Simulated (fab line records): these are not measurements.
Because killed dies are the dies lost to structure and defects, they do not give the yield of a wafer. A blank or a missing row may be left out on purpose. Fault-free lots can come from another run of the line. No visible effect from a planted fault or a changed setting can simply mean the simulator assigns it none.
fab line records	flow sfqLine
record lots=14	wafers=42	lastDay=91
route steps=325 shown M3@119
lots that met no fault: from a run of the same line without faults
startH: hours from the record's first day to the start of the lot's first wafer shown	waitH: hours elapsed since this lot's preceding step	" the same as in the row above	L1.1+2: a row that stands for several wafers	- either no value or no given start	* or withheld: withheld	< > ~ a bound
route shown NAME@n: a module of which the file shows steps, and the number in the route of the first	usual: mean/standard deviation taken from wafers without a fault	same: alike in all rows	chamber/n: place in a boat	sites: each site's reading	_std_site: standard deviation across them	_edge_site: mean of outer sites minus mean of inner sites	radiusMm: how far each site lies from the wafer's centre	mask NAME#n: copy n	behind: the last tool/chamber to shape the wafer	hold: what put the lot on hold/how long, in hours/how the hold closed	device: the transistor (n, p or np) that didn't switch	end of line: the tests these same wafers got at the end of their route	a step with no rows: only its recipe	killed: the dies lost at the first sort to structure and to defects; this is not the yield of the wafer	map: a wafer's dies, marking killed ones x, the rest . and places with no die _
set.NAME: the run value of the setting; set.NAME@STEP: its run value at that earlier step	model.NAME: the simulator's own value behind a step, which no gauge read
the route's steps for a sample of lots (tables are steps, rows are wafers)
services: the hour from which a tool's chamber was out of use, counted from the record's first day as startH (under 0 if before that day), plus the number of hours and why
## steps
# step SFQ_TRILAYER_M3_DEP_SPUTTER_073
# recipe material=Nb	basePressurePa=1.33e-06	chamberPressurePa=0.1333	substrateTempC=20	resputterCathodeVoltageV=400	targetThkNm=200	powerW=2000	timeS=133.3
# usual cathodeDcPowerW=2000.0/0.35	chamberPressurePa=0.13329/0.00026	throttleValvePct=30.4/0.92
lot.wafer	tool	chamber	startH	waitH	cathodeDcPowerW	chamberPressurePa	throttleValvePct
L904.4	pvdSputter-04	-	949.68	0.0	2000.1	0.13298	31.4
L904.5	"	-	"	"	1999.8	0.13312	31.5
L904.6	"	-	"	"	1999.2	0.13298	31.5
L905.1	pvdSputter-06	-	959.28	0.0	2000.1	0.13319	29.0
L905.4	"	-	"	"	2000.0	0.13288	29.9
L905.6	"	-	"	"	1999.8	0.13296	28.9
L907.1	pvdSputter-04	-	971.28	0.0	1999.9	0.13331	32.2
L907.2	"	-	"	"	1999.4	0.13322	31.2
L907.4	"	-	"	"	1999.7	0.13359	30.5
L908.3	pvdSputter-06	-	990.48	0.0	2000.0	0.13318	30.0
L908.5	"	-	"	"	2000.1	0.13333	30.4
L908.6	"	-	"	"	2000.3	0.13339	30.3
L909.1	pvdSputter-04	-	996.48	0.0	2000.3	0.13342	31.8
L909.2	"	-	"	"	2000.1	0.1332	29.3
L909.3	"	-	"	"	1999.9	0.13341	31.2
L910.1	pvdSputter-04	-	1029.69	0.0	1999.9	0.13302	29.7
L910.3	"	-	"	"	2000.1	0.13325	31.8
L910.6	"	-	"	"	1999.8	0.13302	29.4
L914.3	pvdSputter-04	-	1045.28	0.0	2000.0	0.13361	29.8
L914.4	"	-	"	"	1999.7	0.13375	30.8
L914.5	"	-	"	"	1999.9	0.13393	30.5
L915.3	pvdSputter-04	-	1052.48	0.0	2000.3	0.13319	31.9
L915.5	"	-	"	"	2000.3	0.13308	31.9
L915.6	"	-	"	"	2000.0	0.1333	31.0
L921.2	pvdSputter-06	-	1133.02	0.0	2000.2	0.13335	30.1
L921.4	"	-	"	"	1999.8	0.13275	28.9
L921.6	"	-	"	"	2000.0	0.13324	30.2
L922.4	pvdSputter-06	-	1154.60	0.0	2000.3	0.1333	30.3
L922.5	"	-	"	"	2000.0	0.1331	30.4
L922.6	"	-	"	"	1999.7	0.13269	30.2
L924.1	pvdSputter-06	-	1195.89	0.0	1999.9	0.13328	30.3
L924.4	"	-	"	"	1999.7	0.13341	29.2
L924.6	"	-	"	"	2000.3	0.13325	30.1
L925.1	pvdSputter-03	-	1205.49	0.0	2000.4	0.13341	29.9
L925.5	"	-	"	"	2000.3	0.1335	30.0
L925.6	"	-	"	"	1999.7	0.13376	29.1
L926.2	pvdSputter-06	-	1207.89	0.0	2000.2	0.13339	30.1
L926.4	"	-	"	"	2000.0	0.13313	30.2
L926.5	"	-	"	"	1999.7	0.1335	29.9
L927.2	pvdSputter-06	-	1216.29	0.0	1999.0	0.13297	28.9
L927.4	"	-	"	"	2000.3	0.13375	30.3
L927.5	"	-	"	"	2000.0	0.13369	30.1
# step SFQ_M3_RS_MEAS_919
# recipe thkMeasGauge=four-point-probe	reads=Nb_of_TRILAYER_M3_DEP_SPUTTER_073
# usual M3_NB_RS=0.889/0.0073
lot.wafer	tool	chamber	startH	waitH	M3_NB_RS[ohm/sq]
L904.4	filmMetro-01	-	949.83	0.1	0.876
L904.5	"	-	"	"	0.878
L904.6	"	-	"	"	0.893
L905.1	filmMetro-01	-	959.37	0.0	0.893
L905.4	"	-	"	"	0.890
L905.6	"	-	"	"	0.887
L907.1	filmMetro-01	-	971.37	0.0	0.890
L907.2	"	-	"	"	0.884
L907.4	"	-	"	"	0.890
L908.3	filmMetro-03	-	990.61	0.1	0.895
L908.5	"	-	"	"	0.878
L908.6	"	-	"	"	0.891
L909.1	filmMetro-03	-	996.57	0.0	0.896
L909.2	"	-	"	"	0.899
L909.3	"	-	"	"	0.881
L910.1	filmMetro-03	-	1029.78	0.0	0.902
L910.3	"	-	"	"	0.894
L910.6	"	-	"	"	0.888
L914.3	filmMetro-01	-	1045.41	0.1	0.895
L914.4	"	-	"	"	1.562
L914.5	"	-	"	"	1.541
L915.3	filmMetro-02	-	1052.61	0.1	0.881
L915.5	"	-	"	"	1.523
L915.6	"	-	"	"	0.878
L921.2	filmMetro-03	-	1133.13	0.1	0.898
L921.4	"	-	"	"	0.895
L921.6	"	-	"	"	0.893
L922.4	filmMetro-01	-	1154.75	0.1	0.894
L922.5	"	-	"	"	0.889
L922.6	"	-	"	"	0.900
L924.1	filmMetro-01	-	1195.99	0.0	0.890
L924.4	"	-	"	"	0.880
L924.6	"	-	"	"	0.889
L925.1	filmMetro-01	-	1205.59	0.0	0.884
L925.5	"	-	"	"	0.888
L925.6	"	-	"	"	0.874
L926.2	filmMetro-01	-	1208.01	0.1	0.884
L926.4	"	-	"	"	0.900
L926.5	"	-	"	"	0.887
L927.2	filmMetro-01	-	1216.41	0.1	0.882
L927.4	"	-	"	"	0.879
L927.5	"	-	"	"	0.888
# step SFQ_TRILAYER_M3_ETCH_METAL_ETCH_078
# recipe target=Nb	stopOn=SiO2	maskMaterial=PR	chemistry=Cl2/Ar	targetDepthNm=240	icpW=600	biasW=80	pressureMtorr=10	timeS=120
# usual drypumpMotorCurrentA=6.0/0.45	oesProductAu=0.894/0.0067
# same timeS=120
lot.wafer	tool	chamber	startH	waitH	drypumpMotorCurrentA	oesProductAu	rfHoursCounterH
L904.4	rieMetal-02	1	1092.55	0.1	5.6	0.895	-
L904.5	"	1	"	"	5.6	0.914	-
L904.6	"	0	"	"	6.0	0.898	-
L905.1	rieMetal-01	1	1103.31	0.0	5.6	0.893	8
L905.4	"	0	"	"	5.4	0.897	-
L905.6	"	0	"	"	5.4	0.893	-
L907.1	rieMetal-04	1	1118.91	0.0	6.6	0.895	85
L907.2	"	0	"	"	6.5	0.892	82
L907.4	"	0	"	"	6.5	0.898	-
L908.3	rieMetal-01	0	1141.75	0.1	5.4	0.899	-
L908.5	"	0	"	"	5.4	0.898	-
L908.6	"	1	"	"	5.6	0.892	-
L909.1	rieMetal-01	1	1146.51	0.0	5.6	0.887	14
L909.2	"	0	"	"	5.4	0.886	85
L909.3	"	0	"	"	5.4	0.893	-
L910.1	rieMetal-04	0	1179.17	0.0	6.5	0.884	90
L910.3	"	1	"	"	6.6	0.890	-
L910.6	"	0	"	"	6.5	0.892	-
L914.3	rieMetal-02	1	1198.64	0.1	5.6	0.894	-
L914.4	"	0	"	"	6.1	0.675	-
L914.5	"	1	"	"	5.6	0.671	-
L915.3	rieMetal-01	1	1203.44	0.1	5.6	0.901	-
L915.5	"	0	"	"	5.4	0.688	-
L915.6	"	1	"	"	5.6	0.904	-
L921.2	rieMetal-02	0	1274.38	0.0	6.1	0.890	32
L921.4	"	0	"	"	6.1	0.888	-
L921.6	"	0	"	"	6.1	0.893	-
L922.4	rieMetal-04	0	1294.64	0.1	6.5	0.887	-
L922.5	"	1	"	"	6.6	0.896	-
L922.6	"	0	"	"	6.5	0.895	-
L924.1	rieMetal-04	1	1340.64	0.0	6.7	0.886	114
L924.4	"	0	"	"	6.4	0.909	-
L924.6	"	1	"	"	6.7	0.904	-
L925.1	rieMetal-04	0	1347.84	0.0	6.5	0.907	116
L925.5	"	0	"	"	6.4	0.898	-
L925.6	"	1	"	"	6.7	0.899	-
L926.2	rieMetal-02	1	1349.04	0.0	5.6	0.901	111
L926.4	"	1	"	"	5.6	0.892	-
L926.5	"	1	"	"	5.6	0.901	-
L927.2	rieMetal-02	1	1353.39	0.0	5.5	0.900	112
L927.4	"	0	"	"	6.1	0.902	-
L927.5	"	1	"	"	5.5	0.891	-
## services
tool	chamber	startH	hours	kind
pvdSputter-06	-	962.71	8.9	repair
pvdSputter-03	-	972.71	2.1	repair
rieMetal-04	-	975.71	0.4	repair
pvdSputter-06	-	1021.99	8.1	repair
pvdSputter-06	-	1067.87	1.6	repair
pvdSputter-06	-	1078.17	2.8	repair
pvdSputter-06	-	1078.82	2.2	repair
rieMetal-01	-	1163.95	0.2	repair
pvdSputter-03	-	1164.58	5.2	repair
pvdSputter-04	-	1186.84	2.6	repair
rieMetal-02	1	1210.74	22.7	repair
pvdSputter-06	-	1226.30	7.5	repair
rieMetal-04	-	1228.26	9.1	repair
pvdSputter-03	-	1233.86	9.0	repair
rieMetal-04	1	1242.20	11.4	repair
pvdSputter-06	-	1246.08	4.5	repair
pvdSputter-06	-	1258.48	2.2	repair
pvdSputter-06	0	1271.97	-	consumableReplace:kit
pvdSputter-06	0	1271.97	18.0	scheduledDown
pvdSputter-06	0	1271.97	18.0	ventCycle
pvdSputter-03	-	1323.34	8.8	repair
pvdSputter-06	-	1324.96	0.8	repair
pvdSputter-03	-	1327.12	3.1	repair
rieMetal-01	-	1347.60	2.8	pm
## key
firstSign step=SFQ_M3_RS_MEAS_919	reading=M3_NB_RS	direction=up	sigmas=90	usual=0.889	struck=1.542
effect step=SFQ_TRILAYER_M3_ETCH_METAL_ETCH_078	reading=oesProductAu	direction=down	sigmas=33	usual=0.894	struck=0.678
metAt SFQ_TRILAYER_M3_DEP_SPUTTER_073
struckLots L914,L915
struckWafers L914.4,L914.5,L915.5
onsetBetween 1029.69 1045.28
fault kind=processParameterDrift	tool=pvdSputter-04	chamber=-	onsetH=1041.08	steps=SFQ_TRILAYER_M3_DEP_SPUTTER_073	channel=targetThkNm	offset=-84.123	shape=step	endH=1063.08	scope=struckWafersOnly	actsIn=theseRecipesOnly	stated=200
